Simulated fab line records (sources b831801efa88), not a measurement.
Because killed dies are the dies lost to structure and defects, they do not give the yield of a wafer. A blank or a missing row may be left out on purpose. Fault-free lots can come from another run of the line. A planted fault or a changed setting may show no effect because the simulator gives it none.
A struck lot beside a sound one    flow gf180mcu    27 steps out of a route of 602
Sound: wafers L766.2, L766.3, L766.6. Wafers L763.2, L763.4, L763.6 were the ones struck. At the end, the cause is stated.
At each step with rows: each side's tool, then ch and its chambers, then its first start. Under that, the readings that differ: sound wafers    struck wafers    difference of the means    sigmas: that difference in standard deviations of wafers without a fault.
alike: words and numbers the same on both sides, and readings whose means are apart by under 2 such deviations; not compared: readings that were withheld, readings missing a value for some wafer, numbers with overlapping values and no deviation given by the record, and bounds like >300 which may hide the same value.
Wherever a step has rows on one side only, a row that says differs or no value, or a row with sigmas, the two part there. Non-overlapping numbers with no deviation appear without sigmas and do not part them. Lack of a reading on every wafer of one side parts them only where that side has two or more wafers.

GF_NWELL_STRIP_10: strips in O2/N2.
  sound on plasma_asher-04 ch 0,1, day 6 18:25; struck on plasma_asher-04 ch 0,1, day 6 01:01
  alike: chamber_pressure_mTorr, drypump_motor_current_A, heater_power_w, oes_product_au, strip_time_to_endpoint_s
  not compared: rf_hours_counter_h
GF_NWELL_TW_MEAS_11:
  sound on film_metro-01, day 6 18:32; struck on film_metro-02, day 6 01:08
  alike: NWELL_TW
then, 7 steps without rows for these wafers: GF_LVPWELL_DEHYDRATE_00 (time 60 s); GF_LVPWELL_HMDS_01 (prime time 60 s); GF_LVPWELL_COAT_02 (resist thk 3000 nm); GF_LVPWELL_SOFTBAKE_03; GF_LVPWELL_EXPOSE_04 (exposes mask LVPWELL, target cd 600 nm); GF_LVPWELL_PEB_05; GF_LVPWELL_DEVELOP_06 (develop time 60 s).
GF_LVPWELL_OVL_MEAS_07:
  sound on overlay-02, day 7 08:38; struck on overlay-02, day 6 15:15
  alike: LVPWELL_OVL
then, 2 steps without rows for these wafers: GF_LVPWELL_IMPLANT_08; GF_LVPWELL_IMPLANT_09.
GF_LVPWELL_STRIP_10: strips in O2/N2.
  sound on plasma_asher-01 ch 0,1, day 7 08:58; struck on plasma_asher-01 ch 0, day 6 15:35
  no value came back on the struck wafers for any of 5 readings (chamber_pressure_mTorr (mTorr), drypump_motor_current_A (A) and others); on the sound wafers chamber_pressure_mTorr (mTorr) reads 1501.4 1498.7 1501.7
reading                                    sound  struck          difference  sigmas
model.coat_of_LVPWELL_COAT_02.thk_nm (nm)  0 0 0  2979 2990 2984  +2984       
  not compared: rf_hours_counter_h
GF_LVPWELL_TW_MEAS_11:
  sound on film_metro-02, day 7 09:05; struck on film_metro-02, day 6 15:41
  alike: LVPWELL_TW
then, 7 steps without rows for these wafers: GF_MVSD_DEHYDRATE_00 (time 60 s); GF_MVSD_HMDS_01 (prime time 60 s); GF_MVSD_COAT_02 (resist thk 3000 nm); GF_MVSD_SOFTBAKE_03; GF_MVSD_EXPOSE_04 (exposes mask MVSD, target cd 1000 nm); GF_MVSD_PEB_05; GF_MVSD_DEVELOP_06 (develop time 60 s).
GF_MVSD_OVL_MEAS_07:
  sound on overlay-02, day 7 23:11; struck on overlay-02, day 7 05:39
  alike: MVSD_OVL
then, 2 steps without rows for these wafers: GF_MVSD_IMPLANT_08; GF_MVSD_IMPLANT_09.
GF_MVSD_STRIP_10: strips in O2/N2.
  sound on plasma_asher-01 ch 0,1, day 7 23:31; struck on plasma_asher-04 ch 0,1, day 7 05:59
reading                       sound              struck             difference  sigmas
oes_product_au (a.u.)         0.723 0.723 0.718  0.727 0.739 0.736  +0.013      +3
strip_time_to_endpoint_s (s)  36.85 36.89 36.90  80.90 81.07 81.05  +44.13      +99 or more
  alike: chamber_pressure_mTorr, drypump_motor_current_A, heater_power_w
  not compared: rf_hours_counter_h
GF_MVSD_TW_MEAS_11:
  sound on film_metro-01, day 7 23:38; struck on film_metro-03, day 7 06:05
reading  sound           struck    difference  sigmas
MVSD_TW  1579 1585 1584  30 30 30  -1553       -99 or more
then, 1 step without rows for these wafers: GF_MVPSD_DEHYDRATE_00 (time 60 s).

WHERE THEY PART
First at GF_LVPWELL_STRIP_10; last, within this record, at GF_MVSD_TW_MEAS_11.

WHY: what had been put in by the simulator
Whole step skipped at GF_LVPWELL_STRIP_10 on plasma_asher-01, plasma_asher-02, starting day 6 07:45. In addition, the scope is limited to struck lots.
